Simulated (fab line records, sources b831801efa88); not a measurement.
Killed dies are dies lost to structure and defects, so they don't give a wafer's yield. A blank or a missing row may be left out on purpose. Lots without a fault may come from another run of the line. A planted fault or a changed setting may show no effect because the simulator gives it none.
A struck lot beside a sound one | flow sky130 | 15 steps out of a route of 708
Sound: wafers L600.1, L600.3, L600.5. Struck: wafer L609.2. (L609.1, L609.6 of the same lot were not struck and are left out.) The cause comes at the end.
At each step with rows: each side's tool, then ch and its chambers, then its first start. Under that, the readings that differ: sound wafers | struck wafers | difference of the means | sigmas: that difference in standard deviations of wafers without a fault.
alike: readings whose means differ by less than 2 such deviations, and words and numbers that are the same on both sides. not compared: withheld readings, readings that some wafer has no value for, bounds like >300 that may hide the same value, and numbers for which the record gives no deviation and whose values overlap.
The two part at a step that has a row with sigmas, a row that says differs or no value, or rows on one side only. Numbers that don't overlap but have no deviation are shown without sigmas and don't part them. A reading that every wafer of one side lacks parts them only if that side has two wafers or more.

SKY_VIA1_ETCH_14: etches BARC in N2/H2, stops on SiO2, time 45.9 s, target depth 60 nm.
  sound on rie_diel-03 ch 1,3, day 36 11:41; struck on rie_diel-01 ch 2, day 38 11:35
  reading                     | sound       | struck | difference | sigmas
  drypump_motor_current_A (A) | 6.1 6.3 6.3 | 5.3    | -0.9       | -2
  alike: oes_product_au, throttle_valve_pct
  not compared: rf_hours_counter_h
SKY_VIA1_ETCH_15: etches SiO2 in C4F8/O2/Ar, stops on TiN, target depth 351 nm, time 54 s.
  sound on rie_diel-03 ch 1,3, day 36 11:44; struck on rie_diel-01 ch 2, day 38 11:38
  alike: oes_product_au
  not compared: rf_hours_counter_h
SKY_VIA1_STRIP_16: strips in O2/N2.
  sound on plasma_asher-01 ch 0,1, day 36 11:47; struck on plasma_asher-02 ch 1, day 38 11:41
  alike: drypump_motor_current_A, oes_product_au, strip_time_to_endpoint_s
  not compared: rf_hours_counter_h
then, 4 steps without rows for these wafers: SKY_VIA1_STRIP_17 (strips in post etch residue remover, time 1200 s); SKY_VIA1_CLEAN_18 (cleans in IPA, time 180 s); SKY_VIA1_CLEAN_19 (cleans in O3/DIW); SKY_VIA1_SPUTTER_20 (material TiN, target thk 20 nm, time 80 s).
SKY_VIA1_CVD_21: deposits W, target thk 270 nm, time 80.902 s.
  sound on cvd_w-01 ch 0,1, day 36 12:28; struck on cvd_w-02 ch 0, day 38 12:20
  alike: heater_power_w
SKY_VIA1_RS_MEAS_22: measures by four-point-probe.
  sound on film_metro-03, day 36 12:34; struck on film_metro-03, day 38 12:25
  alike: VIA1_W_RS
SKY_VIA1_THK_MEAS_23: measures by xrf.
  sound on film_metro-03, day 36 12:41; struck on film_metro-03, day 38 12:32
  alike: VIA1_W_THK
then, 2 steps without rows for these wafers: SKY_VIA1_CMP_24 (polishes, stops on SiO2, t overpolish 15 s, target thk 0 nm); SKY_METAL2_SPUTTER_00 (material Ti, target thk 15 nm, time 10 s).
SKY_METAL2_SPUTTER_01: material TiN, target thk 20 nm, time 16.7 s.
  sound on pvd_sputter-03, day 36 13:04; struck on pvd_sputter-03, day 38 12:55
  reading                                    | sound             | struck | difference | sigmas
  throttle_valve_pct (%)                     | 30.5 30.2 30.6    | 28.1   | -2.3       | -3
  model.TiN_of_METAL2_SPUTTER_01.thk_nm (nm) | 19.83 19.81 19.96 | 14.34  | -5.53      |
SKY_METAL2_SPUTTER_02: material AlCu, target thk 250 nm, time 13.3 s.
  sound on pvd_sputter-03, day 36 13:05; struck on pvd_sputter-03, day 38 12:57
  reading                | sound          | struck | difference | sigmas
  throttle_valve_pct (%) | 30.5 30.1 30.2 | 28.0   | -2.3       | -3
then, 1 step without rows for these wafers: SKY_PAD_OPEN_PROBE_99.

WHERE THEY PART
First at SKY_VIA1_ETCH_14; last, within this record, at SKY_METAL2_SPUTTER_02.

WHY: what the simulator had put in
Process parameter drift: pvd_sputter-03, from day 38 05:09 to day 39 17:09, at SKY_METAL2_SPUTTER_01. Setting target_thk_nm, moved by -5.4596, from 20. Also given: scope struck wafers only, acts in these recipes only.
